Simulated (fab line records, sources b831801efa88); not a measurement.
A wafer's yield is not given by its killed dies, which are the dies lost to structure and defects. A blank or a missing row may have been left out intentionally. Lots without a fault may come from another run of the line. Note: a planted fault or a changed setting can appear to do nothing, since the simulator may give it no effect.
Which of the tools did it? :: flow gf180mcu :: Sampling: 6 lots, 18 wafers, 2 of 602 route steps

## WHAT THE GAUGES READ, wafer by wafer
GF_DNWELL_TW_MEAS_09.
lot: L308
measured: day 3 00:30
on: film_metro-04
DNWELL_TW: 1369 1378 1372

lot: L311
measured: day 3 15:38
on: film_metro-03
DNWELL_TW: 1360 1360 1361

lot: L313
measured: day 4 02:43
on: film_metro-03
DNWELL_TW: 1377 1366 1378

lot: L315
measured: day 4 12:23
on: film_metro-04
DNWELL_TW: 1364 1360 1362

lot: L322
measured: day 6 02:48
on: film_metro-03
DNWELL_TW: 1053 1060 1058

lot: L326
measured: day 7 00:23
on: film_metro-04
DNWELL_TW: 1375 1366 1369

## TOOL THAT RAN EACH LOT (tool first, then ch and the chambers of the sampled wafers, then the start)
lot: L308
GF_DNWELL_IMPLANT_07: implanter-01 ch 0, day 3 00:16

lot: L311
GF_DNWELL_IMPLANT_07: implanter-04 ch 0, day 3 15:23

lot: L313
GF_DNWELL_IMPLANT_07: implanter-04 ch 0, day 4 02:29

lot: L315
GF_DNWELL_IMPLANT_07: implanter-04 ch 0, day 4 12:07

lot: L322
GF_DNWELL_IMPLANT_07: implanter-01 ch 0, day 6 02:34

lot: L326
GF_DNWELL_IMPLANT_07: implanter-02 ch 0, day 7 00:08
- GF_DNWELL_IMPLANT_07

## THE ANSWER, worked out from the rows above alone
Rule: the lots themselves supply what counts as usual. The widest of any qualifying gaps counts: lots, ordered by their means at a reading, are off when they make up no more than a third of the lots, leave a main group of 4 or more, and stand apart from it by 3 or more times the standard deviation of that group's means. Not used: any main group whose means are identical at the precision the tables above print for the reading. Also off: a lot with no number at a reading for which 4 or more lots have one. All remaining lots with rows at the step are treated as sound.
Off: L322, at GF_DNWELL_TW_MEAS_09 (DNWELL_TW). For the main group the mean is 1368 and the standard deviation 5.6.
A tool fits if, at a process step before that reading, it ran every lot that is off, and no sound lot after the first of them. The gauges at GF_DNWELL_TW_MEAS_09 are tried like those tools. 2 tools fit, implanter-01 at GF_DNWELL_IMPLANT_07 and film_metro-03 at GF_DNWELL_TW_MEAS_09, so this cannot tell which one it is.

## WHAT THE SIMULATOR HAD INSERTED
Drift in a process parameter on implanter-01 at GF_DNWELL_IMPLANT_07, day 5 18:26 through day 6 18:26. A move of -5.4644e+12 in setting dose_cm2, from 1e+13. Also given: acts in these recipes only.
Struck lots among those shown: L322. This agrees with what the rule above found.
